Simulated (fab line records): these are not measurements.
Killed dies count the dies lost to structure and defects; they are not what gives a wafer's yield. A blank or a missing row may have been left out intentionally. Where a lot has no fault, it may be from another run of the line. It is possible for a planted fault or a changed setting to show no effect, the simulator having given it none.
Split-lot trial | flow sfq_line | 23 wafers read across 5 lots, on a route 325 steps long

== SPLIT DETAILS ==
At SFQ_TRILAYER_I7_VIA_LITHO_COAT_187 (resist thk 650 nm), the setting resist_thk_nm was moved away from the recipe's 650 nm on 6 of the 23 wafers read, by -5.2% to +3.9%. For the rest of the wafers, this setting stayed at what the recipe calls for.

== THE PATH FROM SPLIT TO READING: the file shows 1 step between them ==
- SFQ_TRILAYER_I7_VIA_BARC_OPEN_VIA_ETCH_260: etches BARC in O2, target depth 125 nm, time 41.7 s (also split here: time_s)

== THE READING ==
KrF_of_TRILAYER_I7_VIA_LITHO_COAT_187.thk_nm (the simulator's own value, which no gauge read), in nm, at SFQ_TRILAYER_I7_VIA_ETCH_VIA_ETCH_190 (etches SiO2 in CHF3, stops on Nb, target depth 260 nm). No usual value for it is given in the file. Here, 17 wafers ran the recipe; their average is 530.4 nm with a standard deviation of 4.4 nm.

wafer  | tool, chamber at the split | resist_thk_nm as run, nm | against the recipe | KrF_of_TRILAYER_I7_VIA_LITHO_COAT_187.thk_nm, nm | against lot-mates on the recipe
L074.1 | litho_track-02, 0          | 650                      | recipe             | 526.4                                            | -
L074.2 | litho_track-02, 0          | 675.4                    | +3.9%              | 550.4                                            | +25.0
L074.4 | litho_track-02, 0          | 650                      | recipe             | 525.2                                            | -
L074.5 | litho_track-02, 0          | 650                      | recipe             | 524.5                                            | -
L074.6 | litho_track-02, 0          | 675.4                    | +3.9%              | 550.5                                            | +25.1
L075.1 | litho_track-03, 0          | 650                      | recipe             | 526                                              | -
L075.3 | litho_track-03, 0          | 650                      | recipe             | 528.2                                            | -
L075.5 | litho_track-03, 0          | 650                      | recipe             | 527.5                                            | -
L077.2 | litho_track-04, 0          | 650                      | recipe             | 534                                              | -
L077.3 | litho_track-04, 0          | 631.6                    | -2.8%              | 514.7                                            | -20.5
L077.4 | litho_track-04, 0          | 631.6                    | -2.8%              | 512.4                                            | -22.8
L077.5 | litho_track-04, 0          | 650                      | recipe             | 536.3                                            | -
L077.6 | litho_track-04, 0          | 650                      | recipe             | 535.2                                            | -
L078.2 | litho_track-02, 0          | 650                      | recipe             | 532.4                                            | -
L078.3 | litho_track-02, 0          | 650                      | recipe             | 535.4                                            | -
L078.4 | litho_track-02, 0          | 650                      | recipe             | 533.5                                            | -
L078.5 | litho_track-02, 0          | 650                      | recipe             | 529.7                                            | -
L078.6 | litho_track-02, 0          | 650                      | recipe             | 537.7                                            | -
L082.1 | litho_track-04, 0          | 616                      | -5.2%              | 492.9                                            | -35.2
L082.2 | litho_track-04, 0          | 650                      | recipe             | 523.9                                            | -
L082.3 | litho_track-04, 0          | 650                      | recipe             | 528.1                                            | -
L082.4 | litho_track-04, 0          | 650                      | recipe             | 532.4                                            | -
L082.6 | litho_track-04, 0          | 616                      | -5.2%              | 493.7                                            | -34.4

FIT RESULTS
A straight line over all 23 wafers: KrF_of_TRILAYER_I7_VIA_LITHO_COAT_187.thk_nm changes by +6.26 nm for each +1% of resist_thk_nm; r = +0.95; the points scatter about the line by 4.3 nm.
The same after taking each lot's own level away (the mean of its wafers on the recipe; 23 wafers): +6.72 nm for each +1%; r = +0.99; scatter 2.2 nm.
The reading moves by 35 nm for the largest change in resist_thk_nm, on that fit.
The lots' own levels span 525.37 to 535.17 nm, that is 2.2 times the standard deviation above.
The two slopes agree, so the slope changes little with the lot-to-lot level.
Check: with one of the wafers moved furthest among these (-5.2%) left out of the fit, the line predicts -35.5 nm for it against its lot-mates. It came out at -35.2 nm against them.

== THESE WAFERS: OTHER SPLITS ==
These wafers also went through other splits before the reading. Each is held against what the fit with the lots' levels taken away leaves over:
other split on the same wafers                    | wafers away from the commonest value | r with KrF_of_TRILAYER_I7_VIA_LITHO_COAT_187.thk_nm (lot level and that fit taken away)
SFQ_TRILAYER_I6_VIA_BARC_OPEN_VIA_ETCH_235 time_s | 12                                   | +0.33
SFQ_TRILAYER_M7_LITHO_PEB_180 peb_temp_c          | 8                                    | +0.20
SFQ_TRILAYER_I7_VIA_BARC_OPEN_VIA_ETCH_260 time_s | 5                                    | -0.42

== THE WHOLE CHAIN: every reading that the file lists as answering this split, in the file's order ==
step                                       | what it does                                          | reading                                                                                       | change (the file's fit)              | r (the file's)
SFQ_TRILAYER_I7_VIA_LITHO_COAT_187         | resist thk 650 nm                                     | KrF_of_TRILAYER_I7_VIA_LITHO_COAT_187.thk_nm (the simulator's own value, which no gauge read) | +6.63 nm for each +1% of the setting | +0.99
SFQ_TRILAYER_I7_VIA_BARC_OPEN_VIA_ETCH_260 | etches BARC in O2, target depth 125 nm, time 41.7 s   | KrF_of_TRILAYER_I7_VIA_LITHO_COAT_187.thk_nm (the simulator's own value, which no gauge read) | +6.76 nm for each +1% of the setting | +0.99
SFQ_TRILAYER_I7_VIA_ETCH_VIA_ETCH_190      | etches SiO2 in CHF3, stops on Nb, target depth 260 nm | KrF_of_TRILAYER_I7_VIA_LITHO_COAT_187.thk_nm (the simulator's own value, which no gauge read) | +6.74 nm for each +1% of the setting | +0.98

== FILE'S OWN FIT ==
KrF_of_TRILAYER_I7_VIA_LITHO_COAT_187.thk_nm changes by +6.74 nm for each +1% of resist_thk_nm, r = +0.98.
